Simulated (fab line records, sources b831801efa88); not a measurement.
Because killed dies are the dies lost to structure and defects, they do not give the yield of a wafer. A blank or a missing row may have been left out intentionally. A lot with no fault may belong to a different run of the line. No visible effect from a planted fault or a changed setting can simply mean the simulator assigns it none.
The same fault as seen by 2 desks :: flow sky130 :: only its own numbers are on each desk; what lay behind them is given at the end

== DESK OF THE TOOL OWNER: implanter-04 ==
The tool's own readings at SKY_LDD_LDN_IMPLANT_09, given as means over the sampled wafers that have a number, one for each lot that went through this tool. If a lot's mean is further than 4 standard deviations from the usual mean, the lot is out of limits and carries the mark OUT (the distance appears in the brackets).
Columns: A = beamEnergyKeV at SKY_LDD_LDN_IMPLANT_09, usual 15.000
lot: L495
first seen here: day 26 07:43
A: 14.995

lot: L496
first seen here: day 26 08:46
A: 17.396 (+99 or more) OUT

lot: L499
first seen here: day 27 02:37
A: 17.396 (+99 or more) OUT
This desk finds L496, L499 out of limits, L496 being first, at day 26 08:46 (beamEnergyKeV at SKY_LDD_LDN_IMPLANT_09). L495 stayed within limits.

== THE METROLOGY DESK ==
Means of the sampled wafers that have a number, per lot and without regard to the tool the lot ran on: this is what the gauges read. If a lot's mean is further than 4 standard deviations from the usual mean, the lot is out of limits and carries the mark OUT (the distance appears in the brackets).
Columns: A = LDD_HVP_TW at SKY_LDD_HVP_TW_MEAS_10, usual 461.6; B = LDD_LDN_OVL at SKY_LDD_LDN_OVL_MEAS_07, usual 0.1 nm
lot: L488
first seen here: day 22 04:37
A: 459.6
B: -2.5

lot: L495
first seen here: day 25 02:13
A: 456.2
B: 0.1

lot: L496
first seen here: day 25 03:49
A: 463.2
B: -1.6

lot: L499
first seen here: day 25 21:19
A: 460.6
B: -0.1

lot: L501
first seen here: day 26 21:50
A: 463.6
B: 0.6

lot: L508
first seen here: day 28 22:16
A: 466.1
B: -1.2
Finding of this desk: none of the 6 lots has anything out of limits.

== PUT TOGETHER ==
At day 26 08:46, on L496, L499, the tool owner's desk was in a position to raise an alarm.
From the metrology desk's view, nothing was out of limits.
The metrology desk holds a record of L496, L499, inside its limits.
All the named lots went through SKY_LDD_LDN_IMPLANT_09 on implanter-04.

== WHAT HAD BEEN PUT IN BY THE SIMULATOR ==
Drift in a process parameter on implanter-04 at SKY_LDD_LDN_IMPLANT_09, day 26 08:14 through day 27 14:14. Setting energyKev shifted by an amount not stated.
Shown lots that were struck: L496, L499.
Each desk's first reading out of limits, in hours after the fault started: the tool owner's desk, 1.
